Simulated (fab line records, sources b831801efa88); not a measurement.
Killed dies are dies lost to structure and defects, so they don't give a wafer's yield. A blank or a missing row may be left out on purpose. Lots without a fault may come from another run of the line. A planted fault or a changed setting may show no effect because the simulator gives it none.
Tool commonality check | flow gf180mcu | 11 lots, 39 wafers sampled

WHY IT WAS OPENED
At GF_M4_RS_MEAS_05 the reading M4_ALCU_RS is flagged on 2 of 11 lots. Wafers without a fault read 0.0697 ohm/sq, standard deviation 0.00079.
Rule: a lot is flagged when every wafer of it that has a number lies more than 4 standard deviations from that mean, or none has a number. The other lots count as sound.

lot  | measured     | on            | M4_ALCU_RS (ohm/sq), wafer by wafer       | flag
L575 | day 22 10:22 | film_metro-04 | 0.0693 0.0699 0.0685                      |
L577 | day 23 03:58 | film_metro-02 | 0.0698 0.0689 0.0686                      |
L581 | day 24 17:25 | film_metro-02 | 0.0694 0.0691 0.0692                      |
L583 | day 25 09:07 | film_metro-01 | 0.0690 0.0690 0.0688                      |
L585 | day 25 22:13 | film_metro-01 | 0.0608 0.0614 0.0609 0.0611 0.0613 0.0608 | FLAGGED
L587 | day 26 15:13 | film_metro-04 | 0.0703 0.0700 0.0694                      |
L588 | day 26 22:58 | film_metro-01 | 0.0615 0.0609 0.0610 0.0614 0.0610 0.0610 | FLAGGED
L592 | day 28 05:22 | film_metro-01 | 0.0704 0.0707 0.0688                      |
L595 | day 29 02:07 | film_metro-01 | 0.0681 0.0688 0.0686                      |
L597 | day 29 16:30 | film_metro-04 | 0.0706 0.0698 0.0701                      |
L598 | day 29 23:40 | film_metro-04 | 0.0700 0.0711 0.0699                      |
The numbers of the flagged lots are 0.0611 ohm/sq on average: -0.0086 ohm/sq against the usual, or -11 standard deviations.

WHICH TOOL RAN EACH LOT
The record holds 3 process steps before the reading, out of a route of 602 steps. In each cell: the tool, then ch and the chambers that the sampled wafers went through, then the start.
lot  | flag    | GF_M3_METAL_ETCH_16               | GF_V3_CMP_04                  | GF_M4_SPUTTER_02
L575 |         | rie_metal-03 ch 0, day 21 07:19   | cmp-01 ch 0,1,2, day 21 08:18 | pvd_sputter-04, day 22 10:15
L577 |         | rie_metal-03 ch 1, day 22 01:32   | cmp-02 ch 1,2,3, day 22 02:35 | pvd_sputter-04, day 23 03:52
L581 |         | rie_metal-02 ch 0,1, day 23 16:24 | cmp-01 ch 0,3, day 23 17:26   | pvd_sputter-04, day 24 17:17
L583 |         | rie_metal-01 ch 0,1, day 24 08:13 | cmp-01 ch 0,1,2, day 24 09:16 | pvd_sputter-04, day 25 08:59
L585 | FLAGGED | rie_metal-01 ch 1, day 24 21:04   | cmp-02 ch 0,2,3, day 24 22:01 | pvd_sputter-04, day 25 22:05
L587 |         | rie_metal-01 ch 0,1, day 25 15:01 | cmp-01 ch 0,2,3, day 25 16:02 | pvd_sputter-02, day 26 15:07
L588 | FLAGGED | rie_metal-03 ch 0,1, day 25 22:59 | cmp-02 ch 1,2, day 26 00:01   | pvd_sputter-04, day 26 22:52
L592 |         | rie_metal-02 ch 0,1, day 27 06:01 | cmp-02 ch 1,2, day 27 06:53   | pvd_sputter-02, day 28 05:14
L595 |         | rie_metal-03 ch 0,1, day 28 03:57 | cmp-01 ch 2,3, day 28 04:52   | pvd_sputter-03, day 29 01:59
L597 |         | rie_metal-01 ch 0,1, day 28 18:03 | cmp-02 ch 0,2,3, day 28 18:59 | pvd_sputter-02, day 29 16:25
L598 |         | rie_metal-03 ch 1, day 29 02:33   | cmp-01 ch 2,3, day 29 03:31   | pvd_sputter-03, day 29 23:35
What these steps do:
- GF_M3_METAL_ETCH_16: etches the open film in Cl2/BCl3, stops on SiO2, target depth 750.8 nm, time 125.1 s.
- GF_V3_CMP_04: polishes SiO2.
- GF_M4_SPUTTER_02: material AlCu, target thk 450 nm, time 23.9 s.
- GF_M4_RS_MEAS_05: measures by four-point-probe.

FLAGGED OVER TOTAL, TOOL BY TOOL (the gauges that took the reading come last)
step                | tool           | lots run | flagged | share of the flagged lots | sound lots run after its first flagged lot
GF_M3_METAL_ETCH_16 | rie_metal-01   | 4        | 1       | some                      | 2 (L587,L597)
GF_M3_METAL_ETCH_16 | rie_metal-02   | 2        | 0       | none                      | -
GF_M3_METAL_ETCH_16 | rie_metal-03   | 5        | 1       | some                      | 2 (L595,L598)
GF_V3_CMP_04        | cmp-01         | 6        | 0       | none                      | -
GF_V3_CMP_04        | cmp-02         | 5        | 2       | all                       | 2 (L592,L597)
GF_M4_SPUTTER_02    | pvd_sputter-02 | 3        | 0       | none                      | -
GF_M4_SPUTTER_02    | pvd_sputter-03 | 2        | 0       | none                      | -
GF_M4_SPUTTER_02    | pvd_sputter-04 | 6        | 2       | all                       | 0
GF_M4_RS_MEAS_05    | film_metro-01  | 5        | 2       | all                       | 2 (L592,L595)
GF_M4_RS_MEAS_05    | film_metro-02  | 2        | 0       | none                      | -
GF_M4_RS_MEAS_05    | film_metro-04  | 4        | 0       | none                      | -

WHAT THE TABLE ALLOWS
3 rows of the table ran every flagged lot: cmp-02 at GF_V3_CMP_04, pvd_sputter-04 at GF_M4_SPUTTER_02, film_metro-01 at GF_M4_RS_MEAS_05.
- cmp-02 at GF_V3_CMP_04: 2 of its 5 lots flagged. Sound lots ran on it after the first flagged one (L592, L597), which a lasting fault on the whole tool wouldn't allow.
- pvd_sputter-04 at GF_M4_SPUTTER_02: 2 of its 6 lots flagged. Its last sound lot is L583 (day 25 08:59), its first flagged lot L585 (day 25 22:05): a fault that began between those two fits.
- film_metro-01 at GF_M4_RS_MEAS_05: 2 of its 5 lots flagged. Sound lots ran on it after the first flagged one (L592, L595), which a lasting fault on the whole tool wouldn't allow.
One tool is left: pvd_sputter-04 at GF_M4_SPUTTER_02.

WHAT THE SIMULATOR HAD PUT IN
Process parameter drift: pvd_sputter-04, from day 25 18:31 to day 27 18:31, at GF_M4_SPUTTER_02. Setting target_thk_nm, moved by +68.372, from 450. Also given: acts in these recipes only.
Lots struck among those shown: L585, L588. The rule above found the same.
